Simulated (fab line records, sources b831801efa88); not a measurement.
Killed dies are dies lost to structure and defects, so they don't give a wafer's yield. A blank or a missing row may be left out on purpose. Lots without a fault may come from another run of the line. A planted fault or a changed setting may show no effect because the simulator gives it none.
One fault seen from 2 desks | flow gf180mcu | each desk has only its own numbers; what lay behind them comes last

THE TOOL OWNER'S DESK: implanter-03
The tool's own readings at GF_VT_IMPLANT_IMPLANT_08: means of the sampled wafers that have a number, for each lot that ran on this tool. A lot is out of limits, marked OUT, if its mean lies more than 4 standard deviations from the usual mean; the brackets give that distance.
Columns: A = dose_ions_cm2 at GF_VT_IMPLANT_IMPLANT_08, usual 8.29e+12; B = faraday_current_uA at GF_VT_IMPLANT_IMPLANT_08, usual 46.7
lot  | first seen here | A                          | B
L838 | day 6 01:59     | 8.29e+12                   | 47.4
L841 | day 6 22:40     | 8.28e+12                   | 47.1
L845 | day 7 22:02     | 8.28e+12                   | 46.8
L846 | day 8 03:13     | 8.29e+12                   | 47.6
L856 | day 10 18:14    | 7.40e+12 (-99 or more) OUT | 42.4 (-4.3) OUT
L857 | day 10 22:02    | 7.40e+12 (-99 or more) OUT | 42.3 (-4.4) OUT
This desk's finding: out of limits on L856, L857; first on L856, day 10 18:14 (dose_ions_cm2 at GF_VT_IMPLANT_IMPLANT_08). In limits: L838, L841, L845, L846.

THE METROLOGY DESK
What the gauges read, lot by lot, whatever tool the lot ran on: means of the sampled wafers that have a number. A lot is out of limits, marked OUT, if its mean lies more than 4 standard deviations from the usual mean; the brackets give that distance.
Columns: A = INCOMING_BOW at GF_STI_BOW_MEAS_00, usual -1 um; B = MVSD_OVL at GF_MVSD_OVL_MEAS_07, usual -0.2 nm; C = HV_LDD_01_OVL at GF_HV_LDD_OVL_MEAS_20, usual -1.5 nm
lot  | first seen here | A  | B    | C
L837 | day 1 15:00     | -0 | 0.8  | -3.6
L838 | day 1 20:02     | 0  | 0.9  | -0.8
L839 | day 2 01:00     | 7  | 0.7  | -2.8
L840 | day 2 06:01     | -6 | -0.6 | -0.4
L841 | day 2 11:00     | -4 | 0.2  | 0.0
L843 | day 2 21:00     | 3  | 0.0  | -2.1
L844 | day 3 02:01     | -3 | -0.9 | -1.9
L845 | day 3 07:01     | -1 | -0.1 | -0.6
L846 | day 3 12:00     | -1 | -0.1 | 0.6
L847 | day 3 17:01     | -6 | 0.1  | -2.7
L853 | day 4 23:02     | -1 | 0.2  | -2.3
L856 | day 5 14:00     | -7 | -0.2 | -1.1
L857 | day 5 19:01     | 5  | -0.3 | -2.5
L859 | day 6 05:00     | -5 | -0.1 | -1.4
This desk's finding: nothing out of limits on any of the 14 lots.

PUT TOGETHER
The tool owner's desk could have raised an alarm at day 10 18:14, on L856, L857.
The metrology desk saw nothing out of limits.
The metrology desk has L856, L857 on record, within its limits.
Of the lots named, all ran GF_VT_IMPLANT_IMPLANT_08 on implanter-03.

WHAT THE SIMULATOR HAD PUT IN
Process parameter drift: implanter-03, from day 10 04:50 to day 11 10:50, at GF_VT_IMPLANT_IMPLANT_08. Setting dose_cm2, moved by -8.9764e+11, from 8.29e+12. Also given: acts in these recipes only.
Lots struck among those shown: L856, L857.
Hours from the fault's start to each desk's first reading out of limits: the tool owner's desk, 13.
